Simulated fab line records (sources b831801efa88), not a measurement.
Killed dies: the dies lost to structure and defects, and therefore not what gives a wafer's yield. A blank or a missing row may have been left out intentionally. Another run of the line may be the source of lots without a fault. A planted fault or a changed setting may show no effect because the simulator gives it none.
Problem report, 8D (eight disciplines) form, completed by code	flow sky130	the parts of the form that need people (team, actions taken, sign-off) are left out

1. THE ISSUE
Wafers free of any fault read 1734 nm (standard deviation 20) for VIA4_HDPCVD_THK at SKY_VIA4_THK_MEAS_01, against a mean of 1950 nm on 2 wafers of 2 lots. Relative to the usual mean, that is a shift of +11 standard deviations.
First seen on wafer L605.4, day 44 12:07, on film_metro-02. The record holds 33 wafers of 11 lots with a number at this step. Rule for "out" (also "out of limits"): further than 4 standard deviations from the usual mean. All remaining wafers that have a number are taken as sound.

2. WHAT IT IS; WHAT IT IS NOT
question	is	is not
which readings at this step	VIA4_HDPCVD_THK	-
which lots	L605, L607	L598, L601, L603, L612, L615, L617, L618, L620, L621
which wafers of those lots	L605.4, L607.3	L605.3, L605.5, L607.2, L607.4
read on which gauges	film_metro-02	film_metro-01, film_metro-03
when	from day 44 12:07	up to then (11 sound wafers); but 20 sound wafers of L607, L612, L615, L617, L618, L620, L621 came after

3. WHAT RULES OUT EACH SUSPECT
Counting: any tool at a process step up to the reading remains a suspect provided it ran every lot that is out. Sound lots after the first of them don't rule it out here, since some wafers of a struck lot are sound.
- the gauge at SKY_VIA4_THK_MEAS_01 has been ruled out. All the wafers that are out were read on film_metro-02, but those of them that SKY_VIA4_HDPCVD_00 has rows for are out there too, on other tools.
- rie_metal-04 at SKY_METAL4_DESCUM_15 (chemistry O2, time 8 s): kept. It processed each lot that is out (first: L605, day 44 10:58); up to then, its last sound lot is L598 (day 41 21:53).
- rie_metal-04 at SKY_METAL4_ETCH_16 (etches BARC in N2/H2, stops on SiO2, time 88.2 s, target depth 60 nm): kept. It processed each lot that is out (first: L605, day 44 11:01); up to then, its last sound lot is L598 (day 41 21:55).
- hdpcvd-01 at SKY_VIA4_HDPCVD_00 (deposits SiO2, target thk 1750 nm, time 291.7 s): kept. It processed each lot that is out (first: L605, day 44 11:55); up to then, its last sound lot is L603 (day 43 14:26). On those wafers its own readings are out: run_length_s.
- In hdpcvd-01 at SKY_VIA4_HDPCVD_00, the wafers that are out were processed in chamber 0 and their sound lot-mates in chambers 1, 2.
rie_metal-04 at SKY_METAL4_DESCUM_15, rie_metal-04 at SKY_METAL4_ETCH_16 and hdpcvd-01 at SKY_VIA4_HDPCVD_00 are what is left after counting.

4. THE CAUSE (what the simulator had put in)
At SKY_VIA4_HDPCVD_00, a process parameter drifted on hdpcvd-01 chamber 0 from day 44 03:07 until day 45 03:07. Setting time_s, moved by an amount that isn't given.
3 suspects survive the count, and this tool is in that group.

5. THE EFFECT CHAIN, in route order
Rows list readings where the struck wafers' mean (over those with a number) sits beyond 3 standard deviations from the usual. Scope: only readings with a usual standard deviation given in the record; hours: median across lots of the time from each lot's start at the first step in this table that gives one to its start at this step; sigmas: change in usual standard deviations.
hours	step	reading	usual	on struck wafers	change	sigmas
0	SKY_VIA4_HDPCVD_00	run_length_s	320.0 s	358.8	+38.8	+61
0	SKY_VIA4_THK_MEAS_01	VIA4_HDPCVD_THK	1734 nm	1950	+216	+11
The process steps in it:
- SKY_VIA4_HDPCVD_00: deposits SiO2, target thk 1750 nm, time 291.7 s.
Later steps that measure or inspect, where all struck wafers having a row at the step show a number for every such reading and not one has moved that far: SKY_VIA4_OVL_MEAS_11.

6. HOW IT WOULD HAVE BEEN CAUGHT EARLIER
The first out-of-limits reading at a measuring or inspecting step in this record came at day 44 12:07, 9 hours after the fault's start at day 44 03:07.
Tool's own readings at SKY_VIA4_HDPCVD_00, run_length_s: out on all struck wafers the step has rows for; an alarm limit on them would have tripped on the first.
L607, from the lots that are out (2), started SKY_VIA4_HDPCVD_00 on hdpcvd-01 later than day 44 12:07. It would have been spared by a hold on the tool at that moment.
